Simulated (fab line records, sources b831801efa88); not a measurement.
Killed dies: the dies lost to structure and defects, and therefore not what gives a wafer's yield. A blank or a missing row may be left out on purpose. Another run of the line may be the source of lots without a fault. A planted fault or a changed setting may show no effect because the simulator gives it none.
Which of the tools did it?    flow sky130    6 lots, 18 wafers sampled, at 2 steps of a route of 708

== WHAT THE GAUGES READ, wafer by wafer ==
SKY_LI_CONTACT_THK_MEAS_23: measures by xrf.
lot   measured      on             LI_CONTACT_W_THK (nm)
L952  day 29 20:43  film_metro-02  413 409 408
L961  day 33 07:07  film_metro-02  412 411 412
L964  day 34 04:16  film_metro-01  410 399 398
L970  day 35 18:04  film_metro-01  411 406 407
L972  day 36 06:28  film_metro-02  406 408 403
L974  day 37 05:14  film_metro-01  399 410 403

== TOOL THAT RAN EACH LOT (tool first, then ch and the chambers of the sampled wafers, then the start) ==
lot   SKY_LI_CONTACT_CVD_21
L952  cvd_w-02 ch 0,1, day 29 20:28
L961  cvd_w-02 ch 0,1, day 33 06:53
L964  cvd_w-02 ch 0,1, day 34 04:02
L970  cvd_w-01 ch 0,1, day 35 17:50
L972  cvd_w-01 ch 0,1, day 36 06:13
L974  cvd_w-01 ch 0,1, day 37 05:01
- SKY_LI_CONTACT_CVD_21: deposits W, target thk 400 nm, time 120.56 s.

== THE ANSWER, worked out from the rows above alone ==
Rule: what is usual is taken from the lots themselves. The widest of any qualifying gaps counts: lots, ordered by their means at a reading, are off when they make up no more than a third of the lots, leave a main group of 4 or more, and stand apart from it by 3 or more times the standard deviation of that group's means. If all means in a main group match to the digits the tables above print for the reading, that group is not used. Also off: a lot with no number at a reading for which 4 or more lots have one. Any other lot the step has rows for is counted as sound.
None of the lots is off at any reading shown; this tells nothing.

== WHAT HAD BEEN PUT IN BY THE SIMULATOR ==
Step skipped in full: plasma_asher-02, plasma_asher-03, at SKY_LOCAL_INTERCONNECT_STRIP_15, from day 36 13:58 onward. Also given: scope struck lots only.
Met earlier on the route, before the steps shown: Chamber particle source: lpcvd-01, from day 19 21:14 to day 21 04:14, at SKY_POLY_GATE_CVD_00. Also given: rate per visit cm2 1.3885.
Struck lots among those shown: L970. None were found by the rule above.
